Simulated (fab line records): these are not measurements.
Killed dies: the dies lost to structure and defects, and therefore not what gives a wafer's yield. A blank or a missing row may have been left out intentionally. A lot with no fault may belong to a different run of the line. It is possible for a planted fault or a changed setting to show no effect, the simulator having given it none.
A struck lot beside a sound one ; flow gf180mcu ; 15 steps out of a route of 602
Sound: these wafers, L212.4, L212.5, L212.6. Struck: wafers L221.2, L221.3, L221.4. Last of all comes the cause.
Order at every step that has rows: each side's tool, ch and its chambers, its first start. Under that, the readings that differ: sound wafers ; struck wafers ; difference of the means ; sigmas: that difference in standard deviations of wafers without a fault.
alike: same words and numbers on both sides, and readings whose means sit less than 2 such deviations apart. not compared: any withheld reading, any reading some wafer has no value for, any bound like >300 that may hide the same value, and any number with overlapping values for which the record gives no deviation.
A row with sigmas, a row that says differs or no value, or rows on one side alone: a step with any of these is where the two part. Non-overlapping numbers with no deviation appear without sigmas and do not part them. A reading that every wafer of one side lacks parts them only if that side has two wafers or more.

GF_M4_CD_MEAS_14: target cd 280 nm.
  sound on cdSem-01 at day 23 10:05; struck on cdSem-01 at day 26 09:25
  alike: cdNm
GF_M4_OVL_MEAS_15:
  sound on overlay-01 at day 23 10:10; struck on overlay-01 at day 26 09:31
reading;sound;struck;difference;sigmas
M4_OVL (nm);-2 0 1;-11 -11 -17;-13;-2
GF_M4_METAL_ETCH_16: etches the open film in Cl2/BCl3, stops on SiO2, target depth 750.8 nm, time 125.1 s.
  sound on rieMetal-04 ch 0,1, day 23 10:14; struck on rieMetal-02 ch 0,1, day 26 09:32
  alike: drypumpMotorCurrentA, oesProductAu, throttleValvePct
  not compared: rfHoursCounterH
GF_M4_STRIP_17: strips in O2/N2.
  sound on plasmaAsher-01 ch 0,1, day 23 10:21; struck on plasmaAsher-03 ch 0,1, day 26 09:40
  alike: drypumpMotorCurrentA, heaterPowerW, o2FlowSccm, oesProductAu, stripTimeToEndpointS
  not compared: rfHoursCounterH
then, 3 steps without rows for these wafers: GF_M4_STRIP_18 (strips in post etch residue remover, time 1200 s); GF_M4_CLEAN_19 (cleans in DIW); GF_V4_CVD_00 (deposits SiO2, target thk 600 nm, time 100 s).
GF_V4_THK_MEAS_01:
  sound on filmMetro-03 at day 23 10:57; struck on filmMetro-04 at day 26 10:17
  alike: V4_CVD_00_THK
GF_V4_CVD_02: deposits SiO2 from TEOS, target thk 850 nm, time 94.851 s.
  sound on pecvd-04 ch 0,1,2, day 23 11:01; struck on pecvd-04 ch 0,2, day 26 10:20
  alike: heaterPowerW
GF_V4_THK_MEAS_03:
  sound on filmMetro-04 at day 23 11:05; struck on filmMetro-01 at day 26 10:25
reading;sound;struck;difference;sigmas
V4_CVD_02_THK (nm);865 856 864;832 832 840;-27;-2
GF_V4_CMP_04: polishes SiO2.
  sound on cmp-02 ch 0,3, day 23 11:07; struck on cmp-01 ch 0,1,3, day 26 10:31
reading;sound;struck;difference;sigmas
timeToEndpointS (s);90 88 90;79 73 80;-12;-2
  alike: motorCurrentA, platenRpm
GF_V4_BOW_MEAS_05:
  sound on filmMetro-03 at day 23 11:28; struck on filmMetro-04 at day 26 10:47
  alike: V4_BOW
GF_V4_DEHYDRATE_06: time 60 s.
  sound on lithoTrack-04 ch 0, day 23 22:19; struck on lithoTrack-04 ch 0, day 26 21:10
reading;sound;struck;difference;sigmas
heaterPowerTotalW (W);160.23 160.36 160.60;163.86 163.85 163.84;+3.45;+27
plateTempC (C);199.89 200.07 200.19;203.61 203.69 203.56;+3.57;+21
then, 2 steps without rows for these wafers: GF_V4_HMDS_07 (prime time 60 s); GF_PASSIVATION_PROBE_99.

== WHERE THEY PART ==
Last at GF_V4_DEHYDRATE_06 as far as this record goes, first at GF_M4_OVL_MEAS_15.

WHY: what had been put in by the simulator
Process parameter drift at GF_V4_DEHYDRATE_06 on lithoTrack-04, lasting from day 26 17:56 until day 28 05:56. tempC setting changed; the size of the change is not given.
